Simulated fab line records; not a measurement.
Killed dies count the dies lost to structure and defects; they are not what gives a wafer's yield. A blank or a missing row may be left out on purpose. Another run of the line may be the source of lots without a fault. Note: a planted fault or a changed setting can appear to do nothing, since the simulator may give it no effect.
fab line records	flow gf180mcu	part 1 of 2: steps 1 to 29 of 42
record lots=5	wafers=15	last_day=33
route steps=602 shown POLY_GATE@171 HV_LDD@176
lots untouched by any fault: they come from a run of this same line in which no faults occurred
start_h: start of the lot's first displayed wafer, in hours after the record's first day	wait_h: time in hours since the lot's previous step	" repeats the value in the row above	L1.1+2: a single row standing in for several wafers	- no value, or no start was given	* or withheld: withheld	< > ~ a bound
route shown NAME@n: NAME is a module with steps in the file, n the number in the route of the first one	usual: average and standard deviation across the fault-free wafers	same: alike in all rows	chamber/n: place in a boat	sites: per-site readings	_std_site: how widely they spread, as a standard deviation	_edge_site: mean of outer sites minus mean of inner sites	radius_mm: for every site, how far away it sits from the centre of the wafer	mask NAME#n: copy n	behind: the tool/chamber that last shaped the wafer	hold: what put the lot on hold/how long, in hours/how the hold closed	device: which transistor (n, p or np) failed to switch	end of line: at the end of the route, the tests of the same wafers	for a step that has no rows: nothing shown but its recipe	killed: at the first sort, the dies lost to defects and structure; wafer yield is something else	map: a wafer's dies, marking killed ones x, the rest . and places with no die _
set.NAME: the run value of the setting; set.NAME@STEP: its run value at that earlier step	model.NAME: the simulator's own value behind a step, which no gauge read
certain route steps with their lots: each step a table, each wafer a row
services: when a tool's chamber went out of use (start_h, in hours from the record's first day, below 0 if earlier), for how many hours, and the reason
## steps
# step GF_POLY_GATE_STRIP_14
# recipe chemistry=O2/N2	power_w=1400	pressure_mtorr=1500	platen_temp_c=250	o2_flow_sccm=3000	n2_flow_sccm=300	overash_fraction=0.5
# usual drypump_motor_current_A=5.5/0.39	heater_power_w=340/40	oes_product_au=0.506/0.0044
lot.wafer	tool	chamber	start_h	wait_h	drypump_motor_current_A	heater_power_w	oes_product_au	rf_hours_counter_h
L077.1	plasma_asher-03	1	226.89	0.0	4.9	357	0.512	54
L077.2	"	0	"	"	5.3	394	0.505	54
L077.3	"	0	"	"	5.3	403	0.509	-
L080.1	plasma_asher-03	0	238.27	0.0	5.3	413	0.515	56
L080.4	"	1	"	"	4.9	352	0.505	-
L080.6	"	1	"	"	4.9	354	0.511	-
L088.3	plasma_asher-03	0	297.15	0.1	5.3	409	0.511	-
L088.5	"	0	"	"	5.3	409	0.498	-
L088.6	"	1	"	"	4.9	354	0.502	-
L089.1	plasma_asher-04	0	306.82	0.0	5.6	288	0.509	67
L089.5	"	0	"	"	5.6	281	0.502	-
L089.6	"	1	"	"	5.6	337	0.503	-
L092.1	plasma_asher-02	1	328.02	0.0	6.2	359	0.510	57
L092.2	"	0	"	"	6.0	302	0.504	57
L092.3	"	1	"	"	6.1	362	0.501	-
# step GF_POLY_GATE_CLEAN_15
# recipe chemistry=SC1/SC2	mix=1:4:20	temp_c=70	time_s=150	dry=n2_spin
lot.wafer	tool	chamber	start_h	wait_h
L077.1+2+3	wet_bench-04	2	226.99	0.1
L080.1+4+6	wet_bench-03	2	238.37	0.1
L088.3+5+6	wet_bench-02	0	297.22	0.0
L089.1+5+6	wet_bench-04	3	306.92	0.1
L092.1+2+3	wet_bench-04	2	328.12	0.1
# step GF_POLY_GATE_OXIDATION_16
# recipe temp_c=850	ambient=O2	stabilise_s=600	purge_s=300	target_thk_a=40	ox_time_s=899
# usual spike_tc_lower_C=850.9/1	tube_center_temp_C=849.99/0.074	zone_power_top_pct=29.5/0.92
# same ox_time_s=899
lot.wafer	tool	chamber	start_h	wait_h	spike_tc_lower_C	tube_center_temp_C	zone_power_top_pct
L077.1	furnace-02	0	227.04	0.0	851.1	850.06	28.6
L077.2	"	0	"	"	849.5	850.06	28.8
L077.3	"	0	"	"	851.1	850.07	28.6
L080.1	furnace-01	0	238.42	0.0	851.9	849.93	30.1
L080.4	"	0	"	"	852.6	849.84	31.0
L080.6	"	0	"	"	852.6	849.9	30.7
L088.3	furnace-01	0	298.63	1.4	849.4	849.9	30.4
L088.5	"	0	"	"	852.2	850.08	30.3
L088.6	"	0	"	"	853.3	850.06	30.7
L089.1	furnace-02	0	307.47	0.5	849.5	849.95	28.5
L089.5	"	0	"	"	851.3	850.07	28.6
L089.6	"	0	"	"	849.9	849.97	29.0
L092.1	furnace-02	0	328.95	0.8	850.4	850.03	28.7
L092.2	"	0	"	"	850.4	849.94	29.0
L092.3	"	0	"	"	851.2	849.97	28.9
# step GF_POLY_GATE_THK_MEAS_17
# recipe reads=SiO2_of_POLY_GATE_OXIDATION_16
# usual POLY_GATE_OXIDATION_THK=4.07/0.073
lot.wafer	tool	chamber	start_h	wait_h	POLY_GATE_OXIDATION_THK[nm]
L077.1	film_metro-04	-	228.29	0.0	4.14
L077.2	"	-	"	"	4.07
L077.3	"	-	"	"	4.15
L080.1	film_metro-02	-	239.67	0.0	4.02
L080.4	"	-	"	"	3.99
L080.6	"	-	"	"	3.95
L088.3	film_metro-02	-	299.90	0.0	4.04
L088.5	"	-	"	"	4.02
L088.6	"	-	"	"	4.06
L089.1	film_metro-02	-	308.72	0.0	4.21
L089.5	"	-	"	"	4.11
L089.6	"	-	"	"	4.19
L092.1	film_metro-02	-	330.20	0.0	4.04
L092.2	"	-	"	"	4.13
L092.3	"	-	"	"	4.10
# step GF_POLY_GATE_CD_MEAS_18
# usual cd_nm=279.9/1.4
lot.wafer	tool	chamber	start_h	wait_h	cd_nm
L077.1	cd_sem-01	-	228.35	0.1	281.9
L077.2	"	-	"	"	280.6
L077.3	"	-	"	"	281.2
L080.1	cd_sem-02	-	239.73	0.1	280.0
L080.4	"	-	"	"	278.5
L080.6	"	-	"	"	279.6
L088.3	cd_sem-01	-	299.99	0.1	280.5
L088.5	"	-	"	"	279.7
L088.6	"	-	"	"	279.6
L089.1	cd_sem-02	-	308.78	0.1	276.5
L089.5	"	-	"	"	279.8
L089.6	"	-	"	"	278.0
L092.1	cd_sem-01	-	330.26	0.1	281.5
L092.2	"	-	"	"	279.1
L092.3	"	-	"	"	279.2
# step GF_HV_LDD_DEHYDRATE_00
# recipe temp_c=200	time_s=60
# usual heater_power_total_W=160.37/0.13
lot.wafer	tool	chamber	start_h	wait_h	heater_power_total_W
L077.1	litho_track-04	0	236.52	8.1	160.37
L077.2	"	0	"	"	160.46
L077.3	"	0	"	"	160.33
L080.1	litho_track-03	0	248.81	9.1	160.09
L080.4	"	0	"	"	160.42
L080.6	"	0	"	"	160.55
L088.3	litho_track-02	0	310.18	10.2	160.41
L088.5	"	0	"	"	160.35
L088.6	"	0	"	"	160.40
L089.1	litho_track-03	0	318.96	10.2	160.33
L089.5	"	0	"	"	160.23
L089.6	"	0	"	"	160.40
L092.1	litho_track-02	0	340.13	9.9	160.39
L092.2	"	0	"	"	160.62
L092.3	"	0	"	"	160.19
# step GF_HV_LDD_HMDS_01
# recipe prime_time_s=60	prime_temp_c=120
lot.wafer	tool	chamber	start_h	wait_h
L077.1+2+3	litho_track-04	0	236.67	0.1
L080.1+4+6	litho_track-03	0	248.96	0.1
L088.3+5+6	litho_track-02	0	310.33	0.1
L089.1+5+6	litho_track-03	0	319.11	0.1
L092.1+2+3	litho_track-02	0	340.28	0.1
# step GF_HV_LDD_COAT_02
# recipe resist=NOVOLAK	spin_rpm=3000	resist_thk_nm=1000
lot.wafer	tool	chamber	start_h	wait_h
L077.1+2+3	litho_track-04	0	236.82	0.1
L080.1+4+6	litho_track-03	0	249.11	0.1
L088.3+5+6	litho_track-02	0	310.48	0.1
L089.1+5+6	litho_track-03	0	319.26	0.1
L092.1+2+3	litho_track-02	0	340.43	0.1
# step GF_HV_LDD_SOFTBAKE_03
# recipe temp_c=90	time_s=60	resist=NOVOLAK
# usual heater_power_total_W=56.60/0.043
lot.wafer	tool	chamber	start_h	wait_h	heater_power_total_W
L077.1	litho_track-04	0	236.97	0.1	56.60
L077.2	"	0	"	"	56.54
L077.3	"	0	"	"	56.62
L080.1	litho_track-03	0	249.26	0.1	56.62
L080.4	"	0	"	"	56.60
L080.6	"	0	"	"	56.68
L088.3	litho_track-02	0	310.63	0.1	56.55
L088.5	"	0	"	"	56.67
L088.6	"	0	"	"	56.56
L089.1	litho_track-03	0	319.41	0.1	56.59
L089.5	"	0	"	"	56.58
L089.6	"	0	"	"	56.52
L092.1	litho_track-02	0	340.58	0.1	56.64
L092.2	"	0	"	"	56.58
L092.3	"	0	"	"	56.52
# step GF_HV_LDD_EXPOSE_04
# recipe mask_id=Nplus_LV_AREA	target_cd_nm=400	na=0.6	source_shape=conventional	sigma_outer=0.6	dose_mj=140
lot.wafer	tool	chamber	start_h	wait_h	mask
L077.1+2+3	iline_stepper-02	0	-	-	Nplus_LV_AREA#0
L080.1+4+6	iline_stepper-02	0	-	-	Nplus_LV_AREA#0
L088.3+5+6	iline_stepper-02	0	-	-	Nplus_LV_AREA#0
L089.1+5+6	iline_stepper-02	0	-	-	Nplus_LV_AREA#0
L092.1+2+3	iline_stepper-01	0	-	-	Nplus_LV_AREA#0
# step GF_HV_LDD_PEB_05
# recipe temp_c=withheld	time_s=*	resist=NOVOLAK
lot.wafer	tool	chamber	start_h	wait_h
L077.1+2+3	litho_track-02	0	-	-
L080.1+4+6	litho_track-04	0	-	-
L088.3+5+6	litho_track-03	0	-	-
L089.1+5+6	litho_track-04	0	-	-
L092.1+2+3	litho_track-04	0	-	-
# step GF_HV_LDD_DEVELOP_06
# recipe develop_time_s=60	dev_temp_c=23
lot.wafer	tool	chamber	start_h	wait_h
L077.1+2+3	litho_track-02	0	246.29	0.1
L080.1+4+6	litho_track-04	0	258.37	0.1
L088.3+5+6	litho_track-03	0	320.41	0.1
L089.1+5+6	litho_track-04	0	329.56	0.1
L092.1+2+3	litho_track-04	0	351.66	0.1
# step GF_HV_LDD_CD_MEAS_07
# recipe target_cd_nm=400
# usual cd_nm=399.9/2
lot.wafer	tool	chamber	start_h	wait_h	cd_nm
L077.1	cd_sem-02	-	246.44	0.1	400.2
L077.2	"	-	"	"	400.4
L077.3	"	-	"	"	400.0
L080.1	cd_sem-02	-	258.53	0.1	395.6
L080.4	"	-	"	"	396.0
L080.6	"	-	"	"	397.8
L088.3	cd_sem-01	-	320.55	0.1	397.3
L088.5	"	-	"	"	399.6
L088.6	"	-	"	"	399.3
L089.1	cd_sem-01	-	329.71	0.1	401.6
L089.5	"	-	"	"	400.7
L089.6	"	-	"	"	402.6
L092.1	cd_sem-02	-	351.81	0.1	397.7
L092.2	"	-	"	"	396.7
L092.3	"	-	"	"	396.4
# step GF_HV_LDD_OVL_MEAS_08
# usual HV_LDD_OVL=-0.8/1.3
lot.wafer	tool	chamber	start_h	wait_h	HV_LDD_OVL[nm]
L077.1	overlay-02	-	246.56	0.1	-1.8
L077.2	"	-	"	"	-2.4
L077.3	"	-	"	"	-1.0
L080.1	overlay-01	-	258.65	0.1	0.1
L080.4	"	-	"	"	0.7
L080.6	"	-	"	"	-1.8
L088.3	overlay-02	-	320.64	0.1	0.4
L088.5	"	-	"	"	-1.5
L088.6	"	-	"	"	-1.8
L089.1	overlay-02	-	329.83	0.1	1.3
L089.5	"	-	"	"	0.1
L089.6	"	-	"	"	-1.0
L092.1	overlay-02	-	351.93	0.1	-0.4
L092.2	"	-	"	"	-1.6
L092.3	"	-	"	"	0.5
# step GF_HV_LDD_IMPLANT_09
# recipe species=As	energy_kev=40	dose_cm2=1e+14	tilt_deg=7
# usual tilt_deg=7.000/0.017
lot.wafer	tool	chamber	start_h	wait_h	tilt_deg
L077.1	implanter-03	0	246.59	0.0	7.000
L077.2	"	0	"	"	6.996
L077.3	"	0	"	"	6.991
L080.1	implanter-04	0	258.69	0.0	6.993
L080.4	"	0	"	"	6.991
L080.6	"	0	"	"	6.997
L088.3	implanter-02	0	320.72	0.1	7.053
L088.5	"	0	"	"	7.003
L088.6	"	0	"	"	7.012
L089.1	implanter-03	0	329.87	0.0	6.976
L089.5	"	0	"	"	6.998
L089.6	"	0	"	"	7.020
L092.1	implanter-04	0	351.97	0.0	7.017
L092.2	"	0	"	"	6.962
L092.3	"	0	"	"	6.973
# step GF_HV_LDD_STRIP_10
# recipe chemistry=O2/N2	power_w=1400	pressure_mtorr=1500	platen_temp_c=250	o2_flow_sccm=3000	n2_flow_sccm=300	overash_fraction=0.5
# usual drypump_motor_current_A=6.1/0.36	heater_power_w=330/30	oes_product_au=0.716/0.0049	strip_time_to_endpoint_s=12.63/0.04
lot.wafer	tool	chamber	start_h	wait_h	drypump_motor_current_A	heater_power_w	oes_product_au	rf_hours_counter_h	strip_time_to_endpoint_s
L077.1	plasma_asher-01	0	246.74	0.1	6.5	362	0.718	11	12.66
L077.2	"	1	"	"	6.5	355	0.713	11	12.70
L077.3	"	0	"	"	6.5	367	0.713	-	12.68
L080.1	plasma_asher-04	0	258.84	0.1	5.6	286	0.706	62	12.61
L080.4	"	0	"	"	5.7	287	0.720	-	12.56
L080.6	"	0	"	"	5.6	278	0.719	-	12.60
L088.3	plasma_asher-02	0	320.85	0.1	6.0	292	0.725	-	12.66
L088.5	"	1	"	"	6.2	352	0.715	-	12.66
L088.6	"	0	"	"	6.0	297	0.713	-	12.64
L089.1	plasma_asher-02	1	330.02	0.1	6.2	353	0.716	57	12.59
L089.5	"	0	"	"	6.0	303	0.714	-	12.59
L089.6	"	1	"	"	6.2	357	0.709	-	12.63
L092.1	plasma_asher-02	0	352.12	0.1	6.0	298	0.708	59	12.72
L092.2	"	1	"	"	6.2	350	0.712	59	12.73
L092.3	"	1	"	"	6.2	355	0.722	-	12.75
# step GF_HV_LDD_TW_MEAS_11
# usual HV_LDD_TW=2419/12
lot.wafer	tool	chamber	start_h	wait_h	HV_LDD_TW
L077.1	film_metro-01	-	246.84	0.1	2423
L077.2	"	-	"	"	2428
L077.3	"	-	"	"	2432
L080.1	film_metro-01	-	258.94	0.1	2415
L080.4	"	-	"	"	2422
L080.6	"	-	"	"	2413
L088.3	film_metro-04	-	320.94	0.1	2420
L088.5	"	-	"	"	2429
L088.6	"	-	"	"	2410
L089.1	film_metro-01	-	330.12	0.1	2417
L089.5	"	-	"	"	2416
L089.6	"	-	"	"	2420
L092.1	film_metro-04	-	352.22	0.1	2403
L092.2	"	-	"	"	2408
L092.3	"	-	"	"	2406
# step GF_HV_LDD_DEHYDRATE_12
# recipe temp_c=200	time_s=60
# usual heater_power_total_W=160.40/0.13
lot.wafer	tool	chamber	start_h	wait_h	heater_power_total_W
L077.1	litho_track-03	0	255.71	8.9	160.34
L077.2	"	0	"	"	160.57
L077.3	"	0	"	"	160.41
L080.1	litho_track-02	0	268.14	9.2	160.52
L080.4	"	0	"	"	160.31
L080.6	"	0	"	"	160.55
L088.3	litho_track-02	0	330.63	9.7	160.36
L088.5	"	0	"	"	160.61
L088.6	"	0	"	"	160.19
L089.1	litho_track-04	0	339.96	9.8	160.29
L089.5	"	0	"	"	160.30
L089.6	"	0	"	"	160.43
L092.1	litho_track-04	0	362.46	10.2	160.57
L092.2	"	0	"	"	160.52
L092.3	"	0	"	"	160.38
# step GF_HV_LDD_HMDS_13
# recipe prime_time_s=60	prime_temp_c=120
lot.wafer	tool	chamber	start_h	wait_h
L077.1+2+3	litho_track-03	0	255.86	0.1
L080.1+4+6	litho_track-02	0	268.29	0.1
L088.3+5+6	litho_track-02	0	330.78	0.1
L089.1+5+6	litho_track-04	0	340.11	0.1
L092.1+2+3	litho_track-04	0	362.61	0.1
# step GF_HV_LDD_COAT_14
# recipe resist=NOVOLAK	spin_rpm=3000	resist_thk_nm=1000
lot.wafer	tool	chamber	start_h	wait_h
L077.1+2+3	litho_track-03	0	256.01	0.1
L080.1+4+6	litho_track-02	0	268.44	0.1
L088.3+5+6	litho_track-02	0	330.93	0.1
L089.1+5+6	litho_track-04	0	340.26	0.1
L092.1+2+3	litho_track-04	0	362.76	0.1
# step GF_HV_LDD_SOFTBAKE_15
# recipe temp_c=90	time_s=60	resist=NOVOLAK
# usual heater_power_total_W=56.60/0.041
lot.wafer	tool	chamber	start_h	wait_h	heater_power_total_W
L077.1	litho_track-03	0	256.16	0.1	56.66
L077.2	"	0	"	"	56.63
L077.3	"	0	"	"	56.58
L080.1	litho_track-02	0	268.59	0.1	56.62
L080.4	"	0	"	"	56.55
L080.6	"	0	"	"	56.59
L088.3	litho_track-02	0	331.08	0.1	56.56
L088.5	"	0	"	"	56.51
L088.6	"	0	"	"	56.60
L089.1	litho_track-04	0	340.41	0.1	56.65
L089.5	"	0	"	"	56.51
L089.6	"	0	"	"	56.58
L092.1	litho_track-04	0	362.91	0.1	56.66
L092.2	"	0	"	"	56.64
L092.3	"	0	"	"	56.62
# step GF_HV_LDD_EXPOSE_16
# recipe mask_id=Pplus_LV_AREA	target_cd_nm=400	na=0.6	source_shape=conventional	sigma_outer=0.6	dose_mj=137.5
lot.wafer	tool	chamber	start_h	wait_h	mask
L077.1+2+3	iline_stepper-01	0	-	-	Pplus_LV_AREA#0
L080.1+4+6	iline_stepper-01	0	-	-	Pplus_LV_AREA#0
L088.3+5+6	iline_stepper-02	0	-	-	Pplus_LV_AREA#0
L089.1+5+6	iline_stepper-02	0	-	-	Pplus_LV_AREA#0
L092.1+2+3	iline_stepper-02	0	-	-	Pplus_LV_AREA#0
# step GF_HV_LDD_PEB_17
# recipe temp_c=withheld	time_s=*	resist=NOVOLAK
lot.wafer	tool	chamber	start_h	wait_h
L077.1+2+3	litho_track-02	0	-	-
L080.1+4+6	litho_track-03	0	-	-
L088.3+5+6	litho_track-02	0	-	-
L089.1+5+6	litho_track-03	0	-	-
L092.1+2+3	litho_track-04	0	-	-
# step GF_HV_LDD_DEVELOP_18
# recipe develop_time_s=60	dev_temp_c=23
lot.wafer	tool	chamber	start_h	wait_h
L077.1+2+3	litho_track-02	0	265.94	0.1
L080.1+4+6	litho_track-03	0	278.26	0.1
L088.3+5+6	litho_track-02	0	341.28	0.1
L089.1+5+6	litho_track-03	0	350.96	0.1
L092.1+2+3	litho_track-04	0	373.66	0.1
# step GF_HV_LDD_CD_MEAS_19
# recipe target_cd_nm=400
# usual cd_nm=394.9/2.4
lot.wafer	tool	chamber	start_h	wait_h	cd_nm
L077.1	cd_sem-02	-	266.09	0.1	392.4
L077.2	"	-	"	"	393.6
L077.3	"	-	"	"	394.8
L080.1	cd_sem-01	-	278.41	0.1	395.8
L080.4	"	-	"	"	396.0
L080.6	"	-	"	"	394.0
L088.3	cd_sem-02	-	341.42	0.1	397.4
L088.5	"	-	"	"	398.7
L088.6	"	-	"	"	399.2
L089.1	cd_sem-02	-	351.11	0.1	394.9
L089.5	"	-	"	"	392.5
L089.6	"	-	"	"	392.6
L092.1	cd_sem-01	-	373.81	0.1	393.1
L092.2	"	-	"	"	395.7
L092.3	"	-	"	"	397.3
# step GF_HV_LDD_OVL_MEAS_20
# usual HV_LDD_01_OVL=0.1/1.3
lot.wafer	tool	chamber	start_h	wait_h	HV_LDD_01_OVL[nm]
L077.1	overlay-01	-	266.21	0.1	0.2
L077.2	"	-	"	"	-1.9
L077.3	"	-	"	"	-2.5
L080.1	overlay-01	-	278.53	0.1	1.2
L080.4	"	-	"	"	1.1
L080.6	"	-	"	"	0.1
L088.3	overlay-02	-	341.52	0.1	-0.8
L088.5	"	-	"	"	-1.0
L088.6	"	-	"	"	-1.1
L089.1	overlay-02	-	351.23	0.1	0.4
L089.5	"	-	"	"	-1.5
L089.6	"	-	"	"	-0.1
L092.1	overlay-02	-	373.93	0.1	-3.1
L092.2	"	-	"	"	-1.3
L092.3	"	-	"	"	-0.2
# step GF_HV_LDD_IMPLANT_21
# recipe species=BF2	energy_kev=25	dose_cm2=5e+13	tilt_deg=7
# usual tilt_deg=6.997/0.02
lot.wafer	tool	chamber	start_h	wait_h	tilt_deg
L077.1	implanter-03	0	266.24	0.0	6.990
L077.2	"	0	"	"	7.013
L077.3	"	0	"	"	7.005
L080.1	implanter-02	0	278.57	0.0	6.964
L080.4	"	0	"	"	6.980
L080.6	"	0	"	"	7.004
L088.3	implanter-03	0	341.59	0.1	7.029
L088.5	"	0	"	"	7.047
L088.6	"	0	"	"	7.038
L089.1	implanter-03	0	351.27	0.0	7.014
L089.5	"	0	"	"	7.035
L089.6	"	0	"	"	7.005
L092.1	implanter-02	0	373.97	0.0	6.977
L092.2	"	0	"	"	7.000
L092.3	"	0	"	"	6.993
# step GF_HV_LDD_STRIP_22
# recipe chemistry=O2/N2	power_w=1400	pressure_mtorr=1500	platen_temp_c=250	o2_flow_sccm=3000	n2_flow_sccm=300	overash_fraction=0.5
# usual drypump_motor_current_A=6.0/0.38	heater_power_w=327/31	oes_product_au=0.716/0.0043	strip_time_to_endpoint_s=12.62/0.04
lot.wafer	tool	chamber	start_h	wait_h	drypump_motor_current_A	heater_power_w	oes_product_au	rf_hours_counter_h	strip_time_to_endpoint_s
L077.1	plasma_asher-01	1	266.39	0.1	6.5	349	0.713	13	12.59
L077.2	"	0	"	"	6.6	371	0.718	13	12.54
L077.3	"	0	"	"	6.6	364	0.716	-	12.56
L080.1	plasma_asher-02	0	278.72	0.1	6.0	294	0.718	52	12.65
L080.4	"	0	"	"	6.0	300	0.711	-	12.62
L080.6	"	1	"	"	6.2	368	0.717	-	12.63
L088.3	plasma_asher-01	1	341.72	0.1	6.5	345	0.717	-	12.67
L088.5	"	1	"	"	6.5	352	0.718	-	12.65
L088.6	"	0	"	"	6.6	364	0.718	-	12.64
L089.1	plasma_asher-04	1	351.42	0.1	5.5	342	0.715	72	12.59
L089.5	"	1	"	"	5.6	341	0.722	-	12.59
L089.6	"	0	"	"	5.6	288	0.707	-	12.59
L092.1	plasma_asher-02	0	374.12	0.1	6.0	292	0.712	62	12.65
L092.2	"	1	"	"	6.2	355	0.717	62	12.61
L092.3	"	1	"	"	6.2	352	0.720	-	12.62
# step GF_HV_LDD_TW_MEAS_23
# usual HV_LDD_2_TW=1060/5.4
lot.wafer	tool	chamber	start_h	wait_h	HV_LDD_2_TW
L077.1	film_metro-01	-	266.49	0.1	1066
L077.2	"	-	"	"	1068
L077.3	"	-	"	"	1060
L080.1	film_metro-04	-	278.82	0.1	1054
L080.4	"	-	"	"	1055
L080.6	"	-	"	"	1060
L088.3	film_metro-04	-	341.81	0.1	1056
L088.5	"	-	"	"	1051
L088.6	"	-	"	"	1051
L089.1	film_metro-04	-	351.52	0.1	1049
L089.5	"	-	"	"	1050
L089.6	"	-	"	"	1046
L092.1	film_metro-03	-	374.22	0.1	1061
L092.2	"	-	"	"	1058
L092.3	"	-	"	"	1063
